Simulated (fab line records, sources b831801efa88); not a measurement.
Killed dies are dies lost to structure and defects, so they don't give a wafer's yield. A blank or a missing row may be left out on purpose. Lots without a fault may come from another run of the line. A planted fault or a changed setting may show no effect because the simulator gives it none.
Which tool did it? | flow sfq_line | 14 lots, 42 wafers sampled, at 6 steps of a route of 325

WHAT THE GAUGES READ, wafer by wafer
SFQ_M0_RS_MEAS_904: measures by four-point-probe.
lot  | measured     | on            | M0_NB_RS (ohm/sq)
L697 | day 9 02:01  | film_metro-04 | 0.879 0.896 0.883
L698 | day 9 12:50  | film_metro-01 | 0.870 0.872 0.873
L699 | day 9 20:00  | film_metro-04 | 0.885 0.887 0.880
L701 | day 10 04:32 | film_metro-03 | 0.890 0.896 0.889
L703 | day 10 14:52 | film_metro-01 | 0.886 0.882 0.889
L704 | day 10 19:41 | film_metro-04 | 0.884 0.890 0.886
L705 | day 10 22:50 | film_metro-04 | 0.895 0.899 0.898
L708 | day 11 11:52 | film_metro-03 | 0.905 0.900 0.893
L710 | day 12 06:10 | film_metro-04 | 0.886 0.894 0.899
L712 | day 12 22:48 | film_metro-03 | 0.894 0.890 0.888
L713 | day 13 06:01 | film_metro-03 | 1.206 1.199 1.202
L714 | day 13 16:47 | film_metro-01 | 0.894 0.888 0.891
L715 | day 13 17:59 | film_metro-03 | 1.200 1.170 1.176
L720 | day 15 20:08 | film_metro-03 | 0.878 0.905 0.892

SFQ_R5_OVL_MEAS_935.
lot  | measured     | on         | R5_OVL (nm)
L697 | day 62 04:44 | overlay-01 | 3 -2 -1
L698 | day 62 09:32 | overlay-01 | -3 -5 -3
L699 | day 62 10:43 | overlay-02 | 1 0 -2
L701 | day 62 17:55 | overlay-01 | -1 -1 -3
L703 | day 63 13:23 | overlay-02 | -3 -9 2
L704 | day 63 23:43 | overlay-02 | 0 -1 0
L705 | day 64 02:06 | overlay-02 | -3 -6 -6
L708 | day 66 03:34 | overlay-02 | 0 3 -4
L710 | day 66 10:53 | overlay-01 | -4 -1 -1
L712 | day 66 20:11 | overlay-01 | -3 -2 -3
L713 | day 66 23:48 | overlay-01 | 12 12 10
L714 | day 67 04:35 | overlay-01 | 6 12 10
L715 | day 67 12:59 | overlay-01 | -5 -3 -5
L720 | day 69 05:50 | overlay-02 | 13 3 5

WHICH TOOL RAN EACH LOT (tool, then ch and the chambers of the sampled wafers, then the start)
lot  | SFQ_TRILAYER_L0_ETCH_METAL_ETCH_008 | SFQ_TRILAYER_M0_DEP_SPUTTER_019 | SFQ_TRILAYER_M0_ETCH_METAL_ETCH_024 | SFQ_TRILAYER_M1_STRIP_STRIP_043
L697 | rie_metal-01 ch 1, day 5 08:54      | pvd_sputter-03, day 9 01:55     | rie_metal-04 ch 0,1, day 13 21:59   | rie_metal-04 ch 0,1, day 26 04:24
L698 | rie_metal-01 ch 0,1, day 5 13:43    | pvd_sputter-05, day 9 12:43     | rie_metal-04 ch 0,1, day 14 10:01   | rie_metal-04 ch 0,1, day 26 11:48
L699 | rie_metal-02 ch 0,1, day 5 18:30    | pvd_sputter-05, day 9 19:55     | rie_metal-04 ch 0, day 14 20:47     | rie_metal-02 ch 0,1, day 26 20:00
L701 | rie_metal-04 ch 0, day 5 23:18      | pvd_sputter-03, day 10 04:26    | rie_metal-03 ch 0,1, day 14 23:11   | rie_metal-02 ch 0,1, day 27 00:56
L703 | rie_metal-04 ch 0,1, day 6 04:06    | pvd_sputter-04, day 10 14:46    | rie_metal-03 ch 1, day 15 01:35     | rie_metal-01 ch 0,1, day 27 11:47
L704 | rie_metal-04 ch 0,1, day 6 08:55    | pvd_sputter-03, day 10 19:34    | rie_metal-02 ch 0,1, day 15 02:49   | rie_metal-04 ch 0,1, day 27 13:08
L705 | rie_metal-01 ch 0,1, day 6 14:54    | pvd_sputter-05, day 10 22:44    | rie_metal-04 ch 0,1, day 15 03:59   | rie_metal-02 ch 0,1, day 27 16:32
L708 | rie_metal-02 ch 0,1, day 7 05:21    | pvd_sputter-04, day 11 11:46    | rie_metal-04 ch 0,1, day 16 15:35   | rie_metal-02 ch 0,1, day 29 10:39
L710 | rie_metal-04 ch 0,1, day 7 18:33    | pvd_sputter-05, day 12 06:04    | rie_metal-04 ch 0,1, day 17 09:43   | rie_metal-01 ch 0,1, day 30 07:18
L712 | rie_metal-04 ch 0,1, day 8 08:15    | pvd_sputter-03, day 12 22:41    | rie_metal-02 ch 0,1, day 18 03:44   | rie_metal-02 ch 0, day 30 22:54
L713 | rie_metal-02 ch 0,1, day 8 13:04    | pvd_sputter-04, day 13 05:53    | rie_metal-04 ch 0, day 18 15:52     | rie_metal-04 ch 0,1, day 31 08:21
L714 | rie_metal-04 ch 0,1, day 8 19:03    | pvd_sputter-03, day 13 16:41    | rie_metal-03 ch 0,1, day 19 08:08   | rie_metal-04 ch 0, day 31 17:53
L715 | rie_metal-01 ch 0,1, day 8 23:51    | pvd_sputter-04, day 13 17:54    | rie_metal-02 ch 0,1, day 19 10:32   | rie_metal-04 ch 0,1, day 31 21:29
L720 | rie_metal-01 ch 0,1, day 10 15:42   | pvd_sputter-03, day 15 20:01    | rie_metal-02 ch 0,1, day 21 23:52   | rie_metal-02 ch 1, day 34 11:07
- SFQ_TRILAYER_L0_ETCH_METAL_ETCH_008: etches MoNx KI in SF6/O2, stops on SiO2, target depth 50 nm, time 25 s.
- SFQ_TRILAYER_M0_DEP_SPUTTER_019: material Nb, target thk 200 nm, time 133.3 s.
- SFQ_TRILAYER_M0_ETCH_METAL_ETCH_024: etches Nb in Cl2/Ar, stops on SiO2, target depth 240 nm, time 120 s.
- SFQ_TRILAYER_M1_STRIP_STRIP_043: strips in O2.

WHAT THE TOOLS THEMSELVES READ (means of the sampled wafers that have a number; where no wafer has one, the mark that the record gives instead)
SFQ_TRILAYER_L0_ETCH_METAL_ETCH_008.
lot  | tool         | drypump_motor_current_A (A) | oes_product_au (a.u.)
L697 | rie_metal-01 | 6.6                         | 0.880
L698 | rie_metal-01 | 5.9                         | 0.880
L699 | rie_metal-02 | 5.5                         | 0.882
L701 | rie_metal-04 | 6.2                         | 0.875
L703 | rie_metal-04 | 6.2                         | 0.870
L704 | rie_metal-04 | 6.2                         | 0.879
L705 | rie_metal-01 | 6.2                         | 0.879
L708 | rie_metal-02 | 5.9                         | 0.880
L710 | rie_metal-04 | 6.2                         | 0.865
L712 | rie_metal-04 | 6.2                         | 0.878
L713 | rie_metal-02 | 5.9                         | 0.877
L714 | rie_metal-04 | 6.2                         | 0.877
L715 | rie_metal-01 | 5.8                         | 0.870
L720 | rie_metal-01 | 6.2                         | 0.876

SFQ_TRILAYER_M0_DEP_SPUTTER_019.
lot  | tool           | chamber_pressure_pa (Pa) | throttle_valve_pct (%)
L697 | pvd_sputter-03 | 0.13306                  | 31.0
L698 | pvd_sputter-05 | 0.13341                  | 30.9
L699 | pvd_sputter-05 | 0.13296                  | 31.3
L701 | pvd_sputter-03 | 0.13325                  | 30.5
L703 | pvd_sputter-04 | 0.13343                  | 29.3
L704 | pvd_sputter-03 | 0.13307                  | 31.1
L705 | pvd_sputter-05 | 0.13318                  | 31.2
L708 | pvd_sputter-04 | 0.13336                  | 29.9
L710 | pvd_sputter-05 | 0.13334                  | 31.1
L712 | pvd_sputter-03 | 0.13335                  | 30.9
L713 | pvd_sputter-04 | 0.13336                  | 31.0
L714 | pvd_sputter-03 | 0.13350                  | 31.0
L715 | pvd_sputter-04 | 0.13348                  | 30.0
L720 | pvd_sputter-03 | 0.13313                  | 30.6

SFQ_TRILAYER_M0_ETCH_METAL_ETCH_024.
lot  | tool         | drypump_motor_current_A (A) | oes_product_au (a.u.)
L697 | rie_metal-04 | 6.2                         | 0.895
L698 | rie_metal-04 | 6.2                         | 0.903
L699 | rie_metal-04 | 6.2                         | 0.897
L701 | rie_metal-03 | 5.4                         | 0.891
L703 | rie_metal-03 | 5.2                         | 0.896
L704 | rie_metal-02 | 5.9                         | 0.896
L705 | rie_metal-04 | 6.2                         | 0.888
L708 | rie_metal-04 | 6.2                         | 0.890
L710 | rie_metal-04 | 6.2                         | 0.893
L712 | rie_metal-02 | 5.9                         | 0.893
L713 | rie_metal-04 | 6.2                         | 0.762
L714 | rie_metal-03 | 5.4                         | 0.889
L715 | rie_metal-02 | 5.5                         | 0.765
L720 | rie_metal-02 | 5.5                         | 0.893

SFQ_TRILAYER_M1_STRIP_STRIP_043.
lot  | tool         | drypump_motor_current_A (A) | oes_product_au (a.u.)
L697 | rie_metal-04 | 6.2                         | 1.009
L698 | rie_metal-04 | 6.2                         | 1.018
L699 | rie_metal-02 | 5.5                         | 1.000
L701 | rie_metal-02 | 5.9                         | 0.995
L703 | rie_metal-01 | 6.2                         | 0.995
L704 | rie_metal-04 | 6.2                         | 1.005
L705 | rie_metal-02 | 5.5                         | 1.004
L708 | rie_metal-02 | 5.5                         | 1.007
L710 | rie_metal-01 | 6.2                         | 0.988
L712 | rie_metal-02 | 6.3                         | 1.005
L713 | rie_metal-04 | 6.2                         | 1.012
L714 | rie_metal-04 | 6.2                         | 1.007
L715 | rie_metal-04 | 6.2                         | 1.009
L720 | rie_metal-02 | 5.1                         | 1.011

THE ANSWER, worked out from the rows above alone
Rule: what is usual is taken from the lots themselves. Put in order of their means at a reading, lots are off if they are a third of the lots or fewer, leave a main group of 4 or more, and stand apart from it by a gap of 3 or more times the standard deviation of the main group's means; of several such gaps the widest counts. A main group whose means are all the same, to the digits that the tables above print for the reading, isn't used. A lot without any number at a reading at which 4 lots or more have one is off too. The other lots that the step has rows for count as sound. The gauges are gone through in route order, then the tools' own readings, and for those a lot's mean is taken as printed above. The first step at which some lot is off is used, and at that step the reading that is off furthest; a lot without a number counts as furthest.
Off: L713, L715, at SFQ_M0_RS_MEAS_904 (M0_NB_RS). The main group: mean 0.889 ohm/sq, standard deviation 0.0069.
A tool fits if, at a process step before that reading, it ran every lot that is off, and no sound lot after the first of them. The gauges at SFQ_M0_RS_MEAS_904 aren't tried: what is off there is off at SFQ_TRILAYER_M0_ETCH_METAL_ETCH_024 too, on other tools, and a gauge's error can't cause that. One fits: pvd_sputter-04 at SFQ_TRILAYER_M0_DEP_SPUTTER_019. Its last sound lot is L708 (day 11 11:46), its first lot that is off L713 (day 13 05:53): a fault that began between those two fits.

WHAT THE SIMULATOR HAD PUT IN
Process parameter drift: pvd_sputter-04, from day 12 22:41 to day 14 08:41, at SFQ_TRILAYER_M0_DEP_SPUTTER_019. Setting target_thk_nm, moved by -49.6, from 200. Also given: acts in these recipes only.
Lots struck among those shown: L713, L715. The rule above found the same.
